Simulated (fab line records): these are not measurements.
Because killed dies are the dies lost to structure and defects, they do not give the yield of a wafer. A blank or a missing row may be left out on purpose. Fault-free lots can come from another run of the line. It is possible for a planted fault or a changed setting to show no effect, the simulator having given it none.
Split-lot trial	flow gf180mcu	23 wafers read from 5 lots, route of 602 steps

## ON THE SPLIT
At GF_PSD_EXPOSE_04 (exposes mask Pplus, target cd 400 nm), the setting doseMj was moved away from the recipe's 140 on 10 of the 23 wafers read, by -6.6% to +1.9%. For the rest of the wafers, this setting stayed at what the recipe calls for.

## FROM THE SPLIT TO THE READING: what the file shows between them, 2 steps
- GF_PSD_PEB_05
- GF_PSD_DEVELOP_06: develop time 60 s

## THE READING
cdNm at GF_PSD_CD_MEAS_07, given in nm (cd target 400 nm). Fault-free wafers of this fab line usually give 400.5 nm, standard deviation 2.5 nm.

wafer	tool, chamber at the split	doseMj as run	against the recipe	cdNm, nm	against lot-mates on the recipe
L074.2	ilineStepper-01, 0	130.7	-6.6%	379.7	-18.2
L074.3	ilineStepper-01, 0	130.7	-6.6%	379.0	-18.9
L074.4	ilineStepper-01, 0	140	recipe	399.3	-
L074.5	ilineStepper-01, 0	140	recipe	396.5	-
L074.6	ilineStepper-01, 0	130.7	-6.6%	378.3	-19.6
L076.1	ilineStepper-01, 0	140	recipe	401.4	-
L076.3	ilineStepper-01, 0	140	recipe	398.7	-
L076.6	ilineStepper-01, 0	140	recipe	399.6	-
L077.1	ilineStepper-01, 0	133.8	-4.4%	391.1	-12.6
L077.2	ilineStepper-01, 0	140	recipe	403.6	-
L077.4	ilineStepper-01, 0	140	recipe	403.9	-
L077.5	ilineStepper-01, 0	140	recipe	403.7	-
L077.6	ilineStepper-01, 0	133.8	-4.4%	389.7	-14.0
L079.2	ilineStepper-01, 0	136.2	-2.7%	390.6	-9.4
L079.3	ilineStepper-01, 0	140	recipe	399.8	-
L079.4	ilineStepper-01, 0	136.2	-2.7%	393.9	-6.1
L079.5	ilineStepper-01, 0	140	recipe	399.6	-
L079.6	ilineStepper-01, 0	140	recipe	400.5	-
L083.1	ilineStepper-02, 0	140	recipe	398.2	-
L083.2	ilineStepper-02, 0	142.7	+1.9%	402.5	+5.6
L083.3	ilineStepper-02, 0	142.7	+1.9%	401.9	+4.9
L083.4	ilineStepper-02, 0	142.7	+1.9%	401.9	+4.9
L083.5	ilineStepper-02, 0	140	recipe	395.7	-

FIT RESULTS
A straight line over all 23 wafers: cdNm changes by +2.74 nm for each +1% of doseMj; r = +0.94; the points scatter about the line by 2.7 nm.
The same after taking each lot's own level away (the mean of its wafers on the recipe; 23 wafers): +2.85 nm for each +1%; r = +0.99; scatter 0.98 nm.
On that fit, the largest move of doseMj shifts the reading by 19 nm.
The lots' own levels span 396.95 to 403.73 nm, that is 2.7 times the standard deviation above.
The two slopes agree, so the slope changes little with the lot-to-lot level.
Check: with one of the wafers moved furthest among these (-6.6%) left out of the fit, the line predicts -19.3 nm for it against its lot-mates. Against them it came out at -18.2 nm.

## OTHER SPLITS APPLIED TO THESE WAFERS
These wafers also went through other splits before the reading. Each is held against what the fit with the lots' levels taken away leaves over:
other split on the same wafers	wafers away from the commonest value	r with cdNm (lot level and that fit taken away)
GF_VT_IMPLANT_IMPLANT_41 energyKev	8	+0.37
GF_DUAL_GATE_OXIDATION_02 tempC	15	+0.03
GF_DUAL_GATE_COAT_06 spinRpm	8	-0.11
GF_POLY_GATE_PEB_08 pebTempC	6	-0.25
GF_POLY_GATE_ETCH_12 ionEnergyEv	9	-0.28
GF_HV_LDD_DEVELOP_06 developTimeS	9	-0.22
GF_HV_LDD_IMPLANT_09 energyKev	8	+0.01
GF_HV_LDD_DEVELOP_18 developTimeS	8	-0.21
GF_HV_LDD_DEVELOP_30 devTempC	11	-0.17
GF_NSD_COAT_02 spinRpm	6	-0.02
GF_NSD_IMPLANT_10 tiltDeg	11	+0.02

## THE FILE'S OWN FIT
cdNm changes by +2.89 nm for each +1% of doseMj, r = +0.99.
